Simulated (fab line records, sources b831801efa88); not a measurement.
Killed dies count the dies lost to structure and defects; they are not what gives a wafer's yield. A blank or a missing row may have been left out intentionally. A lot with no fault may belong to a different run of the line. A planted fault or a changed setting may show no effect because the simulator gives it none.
fab line records	flow sky130
record lots=12	wafers=36	last_day=50
route steps=708 shown VIA1@481 METAL2@499 VIA2@515 PAD_OPEN@708
lots that met no fault: taken from a fault-free run of the same line
start_h: hours from the record's opening day to when the first of the lot's shown wafers began	wait_h: hours from the lot's prior step to this one	" repeats the value in the row above	L1.1+2: one row covering several wafers at once	- either no value or no given start	* or withheld: withheld	< > ~ a bound
route shown NAME@n: a module of which the file shows steps, and the number in the route of the first	usual: mean and standard deviation over wafers with no fault	same: alike in all rows	chamber/n: place in a boat	sites: readings site by site	_std_site: the values' standard deviation	_edge_site: mean of outer sites minus mean of inner sites	radius_mm: how far each site lies from the wafer's centre	mask NAME#n: copy n	behind: the last tool/chamber to shape the wafer	hold: the reason the lot was held/the length of the hold in hours/how it ended	device: the n, p or np transistor that did not switch	end of line: the tests these same wafers got at the end of their route	a step with no rows: only its recipe	killed: dies that structure and defects cost at the first sort, which is not the same as the wafer's yield	map: shows each die of a wafer: x if killed, . if not, _ if none is there
set.NAME: the setting the step ran with; set.NAME@STEP: the setting that earlier step ran with	model.NAME: the simulator's own value behind a step, which no gauge read
one table for each step of the route and one row for each wafer, over a sample of lots
services: the hour from which a tool's chamber was out of use, counted from the record's first day as start_h (under 0 if before that day), plus the number of hours and why
## steps
# step SKY_VIA1_THK_MEAS_23
# recipe thk_meas_gauge=xrf	reads=W_of_VIA1_CVD_21
# usual VIA1_W_THK=265/3.1
lot.wafer	tool	chamber	start_h	wait_h	VIA1_W_THK[nm]
L709.2	film_metro-04	-	804.70	0.1	273
L709.4	"	-	"	"	272
L709.5	"	-	"	"	270
L708.2	film_metro-04	-	806.32	0.1	265
L708.5	"	-	"	"	270
L708.6	"	-	"	"	270
L710.2	film_metro-01	-	814.83	0.1	265
L710.3	"	-	"	"	266
L710.5	"	-	"	"	267
L711.2	film_metro-04	-	825.80	0.1	265
L711.4	"	-	"	"	264
L711.6	"	-	"	"	268
L713.1	film_metro-04	-	838.14	0.1	266
L713.2	"	-	"	"	265
L713.5	"	-	"	"	267
L714.1	film_metro-02	-	862.85	0.1	261
L714.2	"	-	"	"	267
L714.6	"	-	"	"	263
L717.2	film_metro-02	-	887.68	0.1	263
L717.5	"	-	"	"	265
L717.6	"	-	"	"	266
L719.2	film_metro-01	-	897.89	0.1	265
L719.5	"	-	"	"	267
L719.6	"	-	"	"	267
L720.2	film_metro-01	-	911.28	0.1	263
L720.4	"	-	"	"	267
L720.5	"	-	"	"	265
L723.1	film_metro-01	-	932.70	0.1	265
L723.4	"	-	"	"	264
L723.6	"	-	"	"	263
L725.3	film_metro-02	-	944.84	0.1	256
L725.4	"	-	"	"	262
L725.5	"	-	"	"	262
L728.3	film_metro-04	-	951.00	0.1	263
L728.4	"	-	"	"	260
L728.5	"	-	"	"	263
# step SKY_METAL2_OVL_MEAS_16
# usual METAL2_OVL=-6/5.4
lot.wafer	tool	chamber	start_h	wait_h	METAL2_OVL[nm]
L709.2	overlay-01	-	831.32	0.1	-1
L709.4	"	-	"	"	-4
L709.5	"	-	"	"	-5
L708.2	overlay-02	-	832.82	0.1	-3
L708.5	"	-	"	"	-1
L708.6	"	-	"	"	-3
L710.2	overlay-02	-	841.36	0.1	-1
L710.3	"	-	"	"	-11
L710.5	"	-	"	"	-5
L711.2	overlay-02	-	852.13	0.1	-6
L711.4	"	-	"	"	-6
L711.6	"	-	"	"	-8
L713.1	overlay-02	-	864.73	0.1	-12
L713.2	"	-	"	"	-13
L713.5	"	-	"	"	-9
L714.1	overlay-02	-	889.38	0.1	6
L714.2	"	-	"	"	-2
L714.6	"	-	"	"	2
L717.2	overlay-02	-	913.68	0.1	-10
L717.5	"	-	"	"	-6
L717.6	"	-	"	"	-9
L719.2	overlay-01	-	923.51	0.1	-1
L719.5	"	-	"	"	-2
L719.6	"	-	"	"	-1
L720.2	overlay-01	-	936.62	0.1	-11
L720.4	"	-	"	"	-10
L720.5	"	-	"	"	-12
L723.1	overlay-01	-	956.81	0.1	-10
L723.4	"	-	"	"	-9
L723.6	"	-	"	"	-10
L725.3	overlay-01	-	969.19	0.1	-16
L725.4	"	-	"	"	-14
L725.5	"	-	"	"	-14
L728.3	overlay-01	-	975.74	0.1	-14
L728.4	"	-	"	"	-12
L728.5	"	-	"	"	-16
# step SKY_METAL2_METAL_ETCH_19
# recipe target_depth_a=3600	stop_on=SiO2	over_etch_frac=0.3	time_s=78	chemistry=Cl2/BCl3	resist_sidewall_deg=88	pressure_mtorr=10	icp_w=900	bias_w=48.5	Cl2_flow_sccm=60	bcl3_flow_sccm=30
# usual drypump_motor_current_A=5.8/0.39	oes_product_au=0.854/0.0058	throttle_valve_pct=22.264/0.0096
lot.wafer	tool	chamber	start_h	wait_h	drypump_motor_current_A	oes_product_au	rf_hours_counter_h	throttle_valve_pct
L709.2	rie_metal-01	0	831.44	0.0	5.3	0.861	11	22.255
L709.4	"	0	"	"	5.2	0.853	-	22.259
L709.5	"	1	"	"	6.6	0.861	-	22.258
L708.2	rie_metal-02	1	832.94	0.0	5.7	0.858	5	22.264
L708.5	"	1	"	"	5.7	0.856	-	22.278
L708.6	"	0	"	"	6.4	0.865	-	22.262
L710.2	rie_metal-02	1	841.49	0.0	5.7	0.857	6	22.268
L710.3	"	0	"	"	6.4	0.855	-	22.245
L710.5	"	1	"	"	5.7	0.862	-	22.273
L711.2	rie_metal-02	0	852.26	0.0	6.4	0.855	14	22.266
L711.4	"	0	"	"	6.4	0.865	-	22.266
L711.6	"	1	"	"	5.7	0.851	-	22.283
L713.1	rie_metal-01	1	864.86	0.0	6.6	0.847	8	22.257
L713.2	"	0	"	"	5.3	0.842	13	22.252
L713.5	"	0	"	"	5.3	0.858	-	22.262
L714.1	rie_metal-02	0	889.51	0.0	6.4	0.857	16	22.270
L714.2	"	1	"	"	5.7	0.859	8	22.273
L714.6	"	1	"	"	5.7	0.857	-	22.244
L717.2	rie_metal-03	0	913.81	0.0	5.8	0.858	5	22.271
L717.5	"	0	"	"	5.8	0.848	-	22.273
L717.6	"	1	"	"	5.5	0.862	-	22.258
L719.2	rie_metal-03	0	923.64	0.0	5.8	0.860	6	22.276
L719.5	"	1	"	"	5.5	0.861	-	22.275
L719.6	"	0	"	"	5.8	0.847	-	22.252
L720.2	rie_metal-01	0	936.87	0.1	5.2	0.855	-	22.257
L720.4	"	0	"	"	5.3	0.854	-	22.271
L720.5	"	0	"	"	5.2	0.864	-	22.281
L723.1	rie_metal-02	1	957.04	0.1	5.6	0.842	11	22.283
L723.4	"	1	"	"	5.7	0.852	-	22.262
L723.6	"	1	"	"	5.7	0.854	-	22.260
L725.3	rie_metal-02	0	969.34	0.1	6.4	0.849	-	22.264
L725.4	"	1	"	"	5.7	0.854	-	22.260
L725.5	"	0	"	"	6.4	0.846	-	22.276
L728.3	rie_metal-02	0	975.89	0.1	6.4	0.844	-	22.277
L728.4	"	1	"	"	5.7	0.861	-	22.277
L728.5	"	0	"	"	6.4	0.856	-	22.258
# step SKY_VIA2_SOFTBAKE_08
# recipe temp_c=100	time_s=90	resist=KrF-thick
# usual heater_power_total_W=57.35/0.11	run_length_s=119.17/0.16
lot.wafer	tool	chamber	start_h	wait_h	heater_power_total_W	run_length_s
L709.2	litho_track-02	0	844	-	57.25	118.93
L709.4	"	0	"	"	57.21	119.36
L709.5	"	0	"	"	57.26	119.01
L708.2	litho_track-04	0	846	-	57.35	119.24
L708.5	"	0	"	"	57.47	119.08
L708.6	"	0	"	"	57.31	119.25
L710.2	litho_track-04	0	855	-	57.38	118.99
L710.3	"	0	"	"	57.35	119.21
L710.5	"	0	"	"	57.53	119.15
L711.2	litho_track-02	0	866	-	57.37	118.92
L711.4	"	0	"	"	57.41	119.15
L711.6	"	0	"	"	57.33	119.08
L713.1	litho_track-03	0	879	-	57.49	119.27
L713.2	"	0	"	"	57.15	119.30
L713.5	"	0	"	"	57.16	119.21
L714.1	litho_track-04	0	903	-	57.49	119.06
L714.2	"	0	"	"	57.45	119.02
L714.6	"	0	"	"	57.51	119.08
L717.2	litho_track-04	0	926	-	60.66	105.15
L717.5	"	0	"	"	60.35	104.96
L717.6	"	0	"	"	60.59	105.08
L719.2	litho_track-03	0	937	-	57.31	119.63
L719.5	"	0	"	"	57.55	119.40
L719.6	"	0	"	"	57.23	119.64
L720.2	litho_track-04	0	949	-	60.53	104.97
L720.4	"	0	"	"	60.46	105.06
L720.5	"	0	"	"	60.44	105.16
L723.1	litho_track-03	0	970	-	57.21	119.43
L723.4	"	0	"	"	57.46	119.25
L723.6	"	0	"	"	57.35	119.37
L725.3	litho_track-03	0	981	-	57.42	119.34
L725.4	"	0	"	"	57.23	119.29
L725.5	"	0	982	-	57.29	119.38
L728.3	litho_track-02	0	989	-	57.21	119.30
L728.4	"	0	"	"	57.28	118.93
L728.5	"	0	"	"	57.55	119.02
# step SKY_PAD_OPEN_PROBE_99
# usual defect_limited_yield=82.4/1.7	killed_at_M0_to_M3=44/6.9	killed_at_M4_up=3.3/1.7	killed_at_contacts=24/4.7	killed_at_front_end=15/4.5	killed_at_other=0.2/0.49	killed_dies=86/8.4	killed_open=47/6.5	killed_short=39/6	sort_bin_3_pad_short=0.9/0.4	sort_bin_5_function=10.4/1.5	sort_bin_6_memory=6.3/1	sort_n_pass=406/8.4	sort_yield_pct=82.4/1.7
# same gross_dies=492	killed_at_back_side=0	sort_bin_4_leakage[%]=0	sort_bin_8_speed[%]=0
lot.wafer	tool	chamber	start_h	wait_h	defect_limited_yield[%]	killed_at_M0_to_M3	killed_at_M4_up	killed_at_contacts	killed_at_front_end	killed_at_other	killed_dies	killed_open	killed_short	sort_bin_3_pad_short[%]	sort_bin_5_function[%]	sort_bin_6_memory[%]	sort_n_pass	sort_yield_pct[%]
L711.2	prober-01	-	1101.48	0.1	81.1	46	2	26	19	0	93	58	35	1.2	11.0	6.7	399	81.1
L711.4	prober-01	-	1101.58	0.2	83.1	47	2	21	13	0	83	53	30	0.4	8.1	8.3	409	83.1
L711.6	prober-01	-	1101.68	0.2	83.7	37	4	26	12	1	80	49	31	1.0	8.9	6.3	412	83.7
L719.2	prober-02	-	1154.44	0.1	84.1	36	0	27	15	0	78	38	40	1.0	8.7	6.1	414	84.1
L719.5	prober-02	-	1154.59	0.2	83.5	37	2	27	15	0	81	48	33	1.4	9.3	5.7	411	83.5
L719.6	prober-02	-	1154.64	0.2	85.0	39	3	22	10	0	74	44	30	0.8	10.4	3.9	418	85.0
L725.3	prober-01	-	1186.03	0.2	82.7	34	4	26	21	0	85	55	30	0.6	9.8	6.9	407	82.7
L725.4	prober-01	-	1186.08	0.2	80.9	40	3	26	25	0	94	47	47	1.4	12.6	5.1	398	80.9
L725.5	prober-01	-	1186.13	0.2	82.5	44	3	21	18	0	86	40	46	1.0	9.1	7.3	406	82.5
# killed by level:class
L711.2 VIA1:geometric_particle:open=15 CONTACT:geometric_particle:open=9 VIA2:geometric_particle:open=8 VIA3:geometric_particle:open=7 LI_CONTACT:geometric_particle:open=6 CONTACT:geometric_particle:short=6 METAL2:geometric_particle:short=6 FIELD_ISO:geometric_particle:open=5
L711.4 VIA1:geometric_particle:open=13 CONTACT:geometric_particle:open=11 VIA3:geometric_particle:open=8 METAL2:geometric_particle:short=5 FIELD_ISO:geometric_particle:open=4 LOCAL_INTERCONNECT:geometric_particle:open=4 VIA1:geometric_particle:short=4 VIA2:geometric_particle:open=4
L711.6 CONTACT:geometric_particle:open=11 VIA2:geometric_particle:open=8 FIELD_ISO:geometric_particle:open=6 LI_CONTACT:geometric_particle:open=6 VIA1:geometric_particle:open=6 METAL4:geometric_particle:short=4 LI_CONTACT:geometric_particle:short=4 CONTACT:geometric_particle:short=4
L719.2 CONTACT:geometric_particle:open=9 VIA1:geometric_particle:open=8 CONTACT:geometric_particle:short=7 POLY_GATE:geometric_particle:short=6 VIA1:geometric_particle:short=6 VIA3:geometric_particle:open=6 LI_CONTACT:geometric_particle:open=5 VIA2:geometric_particle:open=5
L719.5 CONTACT:geometric_particle:open=9 VIA3:geometric_particle:open=8 VIA2:geometric_particle:open=8 LOCAL_INTERCONNECT:geometric_particle:short=7 FIELD_ISO:geometric_particle:open=6 LI_CONTACT:geometric_particle:open=6 VIA1:geometric_particle:open=5 METAL3:geometric_particle:short=5
L719.6 LI_CONTACT:geometric_particle:open=11 VIA1:geometric_particle:open=10 VIA2:geometric_particle:open=6 VIA3:geometric_particle:open=5 CONTACT:geometric_particle:open=4 METAL1:geometric_particle:short=4 VIA1:geometric_particle:short=4 POLY_GATE:geometric_particle:short=3
L725.3 CONTACT:geometric_particle:open=13 VIA1:geometric_particle:open=11 LI_CONTACT:geometric_particle:open=7 VIA2:geometric_particle:open=7 FIELD_ISO:geometric_particle:short=5 VIA1:geometric_particle:short=5 FIELD_ISO:geometric_particle:open=4 VIA3:geometric_particle:open=4
L725.4 CONTACT:geometric_particle:open=8 VIA1:geometric_particle:open=8 POLY_GATE:geometric_particle:short=7 LI_CONTACT:geometric_particle:open=6 VIA1:geometric_particle:short=6 FIELD_ISO:geometric_particle:short=5 LOCAL_INTERCONNECT:geometric_particle:short=5 POLY_GATE:geometric_particle:open=5
L725.5 METAL1:geometric_particle:short=7 LI_CONTACT:geometric_particle:short=6 VIA1:geometric_particle:open=6 VIA3:geometric_particle:open=6 CONTACT:geometric_particle:short=5 FIELD_ISO:geometric_particle:open=4 CONTACT:geometric_particle:open=4 POLY_GATE:geometric_particle:short=4
## services
tool	chamber	start_h	hours	kind
rie_metal-02	-	833.35	2.8	pm
rie_metal-03	1	875.22	11.9	repair
rie_metal-01	1	902.06	73.1	repair
rie_metal-02	-	921.47	15.6	pm
rie_metal-02	0	937.07	-	clean
rie_metal-02	0	937.07	20.5	scheduled_down
rie_metal-02	0	937.07	20.5	vent_cycle
rie_metal-02	-	938.23	0.4	repair
rie_metal-02	-	938.30	1.4	repair
rie_metal-02	-	946.98	1.5	repair
rie_metal-01	0	950.78	12.2	repair
rie_metal-02	-	955.29	0.6	repair
rie_metal-03	-	961.36	0.7	repair
rie_metal-02	1	979.04	6.5	repair
## key
first_sign step=SKY_VIA2_SOFTBAKE_08	reading=run_length_s	direction=down	sigmas=89	usual=*	struck=*
effect step=SKY_VIA2_SOFTBAKE_08	reading=heater_power_total_W	direction=up	sigmas=28	usual=*	struck=*
met_at SKY_VIA2_SOFTBAKE_08
struck_lots L717,L720
not_acting_at SKY_VIA1_THK_MEAS_23,SKY_METAL2_OVL_MEAS_16,SKY_METAL2_METAL_ETCH_19
onset_between 903 926
fault kind=process_parameter_drift	tool=litho_track-04	chamber=-	onset_h=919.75	steps=SKY_VIA2_SOFTBAKE_08	channel=time_s	offset=*	shape=step	end_h=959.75	acts_in=*	stated=*
